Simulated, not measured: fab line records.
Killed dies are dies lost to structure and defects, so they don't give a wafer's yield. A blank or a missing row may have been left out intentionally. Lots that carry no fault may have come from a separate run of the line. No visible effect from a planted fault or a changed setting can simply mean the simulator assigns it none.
Problem report in the 8D (eight disciplines) form, filled by code | flow gf180mcu | the parts of the form that need people (team, actions taken, sign-off) are left out

1. WHAT WENT WRONG
Wafers without a fault read 469 s, standard deviation 4.2; runLengthS at GF_SAB_WET_ETCH_12 reads a mean of 380 s on 6 wafers belonging to 2 lots. That puts it -21 standard deviations away from the usual mean.
The step: etches SiO2 in dHF, target depth 22 nm, time 440 s.
The first sign was on wafer L867.1 at day 21 21:01, on wetBench-02. The record holds 18 wafers of 6 lots with a number at this step. By rule, "out" or "out of limits" means more than 4 standard deviations away from the usual mean. The rest of the wafers with a number are treated as sound.

2. WHAT IT IS AND WHAT IT IS NOT
question                    | is                     | is not
which readings at this step | runLengthS             | -
which lots                  | L867, L868             | L853, L856, L869, L871
which wafers of those lots  | all that have a number | -
read on which tools         | wetBench-02            | wetBench-03, wetBench-04
when                        | from day 21 21:01      | up to then (6 sound wafers); but 6 sound wafers of L869, L871 came after

3. WHAT RULES OUT EACH SUSPECT
Counting: any tool at a process step up to the reading is kept as a suspect provided that every lot that is out went through it and no sound lot did after the first of them.
- rieDiel-03 at GF_SAB_ETCH_11 (etches SiO2 in C4F8/O2/Ar, target depth 55 nm, time 8.5 s): kept. It ran every lot that is out, first L867 (day 21 21:00), and no sound lot after that.
- wetBench-02 at GF_SAB_WET_ETCH_12 (etches SiO2 in dHF, target depth 22 nm, time 440 s): kept. It ran every lot that is out, first L867 (day 21 21:01), and no sound lot after that; its last sound lot up to then is L853 (day 16 10:24). Its own readings are out on those wafers: runLengthS.
The count leaves wetBench-02 at GF_SAB_WET_ETCH_12 and rieDiel-03 at GF_SAB_ETCH_11.

4. THE CAUSE (what the simulator had put in)
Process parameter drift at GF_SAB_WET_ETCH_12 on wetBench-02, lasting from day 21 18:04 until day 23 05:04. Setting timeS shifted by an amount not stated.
Counting left 2 suspects, and this tool is among them.

5. THE CHAIN OF EFFECTS, in route order
Each row: a reading whose mean over the struck wafers that have a number lies more than 3 standard deviations from the usual. Only readings whose record carries a usual standard deviation are examined. hours: median over the lots of the time between each lot's start at the first step of this table that gives one and its start at this step. sigmas: the change, counted in usual standard deviations.
hours | step               | reading    | usual | on struck wafers | change | sigmas
0     | GF_SAB_WET_ETCH_12 | runLengthS | 469 s | 380              | -89    | -21
Process steps it contains:
- GF_SAB_WET_ETCH_12: etches SiO2 in dHF, target depth 22 nm, time 440 s.

6. HOW IT WOULD HAVE BEEN CAUGHT EARLIER
In this record no reading fell out of limits until day 21 21:01, 3 hours after the fault had begun at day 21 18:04.
